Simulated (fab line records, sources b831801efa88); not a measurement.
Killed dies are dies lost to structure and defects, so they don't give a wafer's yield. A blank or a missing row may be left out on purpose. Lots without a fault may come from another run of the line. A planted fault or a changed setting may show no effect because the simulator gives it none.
fab line records | flow sky130
record lots=13 wafers=39 last_day=50
route steps=708 shown LI_CONTACT@362
lots that met no fault: from a run of the same line without faults
start_h: hours from the record's first day to the start of the lot's first wafer shown | wait_h: hours since the lot's step before | " the same as in the row above | L1.1+2: a row that stands for several wafers | - no value, or no start given | * or withheld: withheld | < > ~ a bound
route shown NAME@n: a module of which the file shows steps, and the number in the route of the first | usual: mean/standard deviation of fault-free wafers | same: alike in all rows | chamber/n: place in a boat | sites: the reading at each site | _std_site: their standard deviation | _edge_site: outer sites' mean less inner sites' | radius_mm: how far each site lies from the wafer's centre | mask NAME#n: copy n | behind: the tool/chamber that last shaped the wafer | hold: why the lot was held/for how many hours/how that ended | device: the transistor (n, p or np) that didn't switch | end of line: the same wafers' tests at the end of the route | a step without rows: its recipe alone | killed: dies lost to structure and defects at the first sort, not the wafer's yield | map: a wafer's dies, x killed, . not, _ none there
set.NAME: the setting as run; set.NAME@STEP: as run at that earlier step | model.NAME: the simulator's own value behind a step, which no gauge read
steps of the route over a sample of lots; a table a step, a row a wafer
services: from which hour (start_h, from the record's first day; less than 0 if before it) a tool's chamber was out of use, for how many hours, and why
## steps
# step SKY_LI_CONTACT_HDPCVD_00
# recipe material=PSG target_thk_nm=930 sigma_open_frac=0.3 time_s=155 temp_c=600 sih4_flow_sccm=60 pressure_mtorr=6
# usual susceptor_temp_C=599.98/0.28
# columns lot.wafer tool chamber start_h wait_h susceptor_temp_C
L397.1 hdpcvd-02 0 638.31 0.0 599.95
L397.4 " 0 " " 599.85
L397.6 " 1 " " 599.86
L398.1 hdpcvd-02 0 649.13 0.0 600.14
L398.3 " 2 " " 599.65
L398.4 " 2 " " 599.69
L399.2 hdpcvd-02 0 667.51 0.0 599.98
L399.5 " 0 " " 599.87
L399.6 " 2 " " 600.24
L400.1 hdpcvd-01 1 682.10 0.0 600.34
L400.3 " 2 " " 599.82
L400.6 " 0 " " 600.08
L403.1 hdpcvd-02 0 702.16 0.0 600.37
L403.2 " 2 " " 600.17
L403.5 " 1 " " 599.73
L408.1 hdpcvd-01 1 739.42 0.0 599.95
L408.3 " 0 " " 600.06
L408.6 " 0 " " 599.70
L409.2 hdpcvd-01 1 751.01 0.0 599.75
L409.3 " 2 " " 600.28
L409.5 " 0 " " 600.28
L414.1 hdpcvd-02 2 781.88 0.0 600.01
L414.3 " 1 " " 599.79
L414.6 " 1 " " 599.93
L416.1 hdpcvd-02 2 796.26 0.0 599.67
L416.2 " 1 " " 599.96
L416.5 " 2 " " 599.95
L417.3 hdpcvd-01 1 806.61 0.0 599.80
L417.5 " 2 " " 599.84
L417.6 " 0 " " 600.02
L418.1 hdpcvd-01 2 819.49 0.0 599.82
L418.3 " 1 " " 599.67
L418.6 " 1 " " 599.90
L419.1 hdpcvd-02 1 827.75 0.0 600.01
L419.2 " 0 " " 600.04
L419.4 " 0 " " 600.34
L420.1 hdpcvd-02 0 841.86 0.0 599.57
L420.2 " 2 " " 599.33
L420.4 " 2 " " 599.73
# step SKY_LI_CONTACT_THK_MEAS_01
# recipe reads=PSG_of_LI_CONTACT_HDPCVD_00
# usual LI_CONTACT_HDPCVD_THK=935/10
# columns lot.wafer tool chamber start_h wait_h LI_CONTACT_HDPCVD_THK[nm]
L397.1 film_metro-01 - 638.41 0.1 913
L397.4 " - " " 915
L397.6 " - " " 942
L398.1 film_metro-04 - 649.23 0.1 917
L398.3 " - " " 918
L398.4 " - " " 927
L399.2 film_metro-04 - 667.62 0.1 919
L399.5 " - " " 922
L399.6 " - " " 936
L400.1 film_metro-01 - 682.21 0.1 931
L400.3 " - " " 926
L400.6 " - " " 946
L403.1 film_metro-01 - 702.27 0.1 927
L403.2 " - " " 931
L403.5 " - " " 941
L408.1 film_metro-01 - 739.53 0.1 471
L408.3 " - " " 480
L408.6 " - " " 474
L409.2 film_metro-01 - 751.12 0.1 479
L409.3 " - " " 488
L409.5 " - " " 490
L414.1 film_metro-03 - 781.98 0.1 947
L414.3 " - " " 943
L414.6 " - " " 942
L416.1 film_metro-04 - 796.36 0.1 941
L416.2 " - " " 953
L416.5 " - " " 933
L417.3 film_metro-04 - 806.74 0.1 954
L417.5 " - " " 934
L417.6 " - " " 956
L418.1 film_metro-04 - 819.60 0.1 918
L418.3 " - " " 941
L418.6 " - " " 938
L419.1 film_metro-04 - 827.86 0.1 946
L419.2 " - " " 927
L419.4 " - " " 935
L420.1 film_metro-03 - 841.96 0.1 921
L420.2 " - " " 921
L420.4 " - " " 938
# step SKY_LI_CONTACT_ETCH_15
# recipe target=PSG chemistry=C4F8/O2/Ar stop_on=Si taper_deg=4.15 mask_material=KrF-thick source_w=1500 bias_w=1200 pressure_mtorr=40 c4f8_flow_sccm=withheld O2_flow_sccm=6 Ar_flow_sccm=300 time_s=withheld target_depth_a=6000
# usual oes_product_au=0.836/0.0046
# columns lot.wafer tool chamber start_h wait_h oes_product_au
L397.1 rie_diel-03 1 668.04 0.0 0.830
L397.4 " 3 " " 0.833
L397.6 " 1 " " 0.837
L398.1 rie_diel-04 2 678.19 0.0 0.829
L398.3 " 3 " " 0.838
L398.4 " 1 " " 0.841
L399.2 rie_diel-03 3 695.71 0.0 0.843
L399.5 " 0 " " 0.833
L399.6 " 1 " " 0.834
L400.1 rie_diel-02 1 710.46 0.0 0.827
L400.3 " 0 " " 0.827
L400.6 " 0 " " 0.822
L403.1 rie_diel-03 0 729.99 0.0 0.836
L403.2 " 3 " " 0.835
L403.5 " 0 " " 0.830
L408.1 rie_diel-04 2 767.84 0.0 0.731
L408.3 " 1 " " 0.742
L408.6 " 1 " " 0.743
L409.2 rie_diel-02 3 778.66 0.0 0.748
L409.3 " 0 " " 0.755
L409.5 " 1 " " 0.753
L414.1 rie_diel-04 0 808.81 0.0 0.837
L414.3 " 2 " " 0.839
L414.6 " 1 " " 0.841
L416.1 rie_diel-02 3 826.07 0.0 0.831
L416.2 " 1 " " 0.838
L416.5 " 0 " " 0.842
L417.3 rie_diel-04 3 833.49 0.0 0.836
L417.5 " 2 " " 0.835
L417.6 " 3 " " 0.837
L418.1 rie_diel-03 3 846.48 0.0 0.831
L418.3 " 1 " " 0.835
L418.6 " 2 " " 0.840
L419.1 rie_diel-04 3 854.71 0.0 0.842
L419.2 " 1 " " 0.830
L419.4 " 2 " " 0.840
L420.1 rie_diel-02 2 868.42 0.0 0.835
L420.2 " 0 " " 0.840
L420.4 " 3 " " 0.845
## services
# columns tool chamber start_h hours kind
rie_diel-04 2 618.61 1.5 repair
rie_diel-02 2 647.90 5.4 repair
hdpcvd-02 - 650.75 15.0 pm
hdpcvd-02 0 650.75 15.0 vent_cycle
hdpcvd-02 1 650.75 15.0 vent_cycle
hdpcvd-02 2 650.75 15.0 vent_cycle
rie_diel-04 0 663.37 5.6 repair
rie_diel-04 - 664.86 0.2 repair
hdpcvd-02 0 665.75 - clean
hdpcvd-02 1 665.75 - clean
hdpcvd-02 2 665.75 - clean
rie_diel-04 1 668.17 1.3 repair
rie_diel-04 2 694.98 - clean
rie_diel-04 2 694.98 12.7 scheduled_down
rie_diel-04 2 694.98 12.7 vent_cycle
rie_diel-03 - 710.29 2.8 pm
rie_diel-04 0 713.98 2.6 repair
rie_diel-02 2 717.04 16.7 repair
rie_diel-03 1 717.09 2.8 repair
rie_diel-02 - 727.37 2.8 pm
hdpcvd-02 - 736.89 0.7 repair
hdpcvd-01 - 829.14 14.6 pm
hdpcvd-01 - 857.86 4.3 repair
hdpcvd-01 - 868.08 24.3 repair
## key
first_sign step=SKY_LI_CONTACT_THK_MEAS_01 reading=LI_CONTACT_HDPCVD_THK direction=down sigmas=44 usual=935 struck=480
effect step=SKY_LI_CONTACT_ETCH_15 reading=oes_product_au direction=down sigmas=20 usual=0.836 struck=0.746
met_at SKY_LI_CONTACT_HDPCVD_00
struck_lots L408,L409
tester_left_out L408,L409
onset_between 682.10 739.42
fault kind=process_parameter_drift tool=hdpcvd-01 chamber=- onset_h=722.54 steps=SKY_LI_CONTACT_HDPCVD_00 channel=target_thk_nm offset=-453.65 shape=step end_h=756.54 acts_in=these_recipes_only stated=930
# tester_left_out: of these lots the tester's yield and bins aren't shown, on N5 and GAA mostly nor the transistor test; their killed dies are dies lost to structure and defects alone, not to doping, threshold or leakage, so they don't give the yield
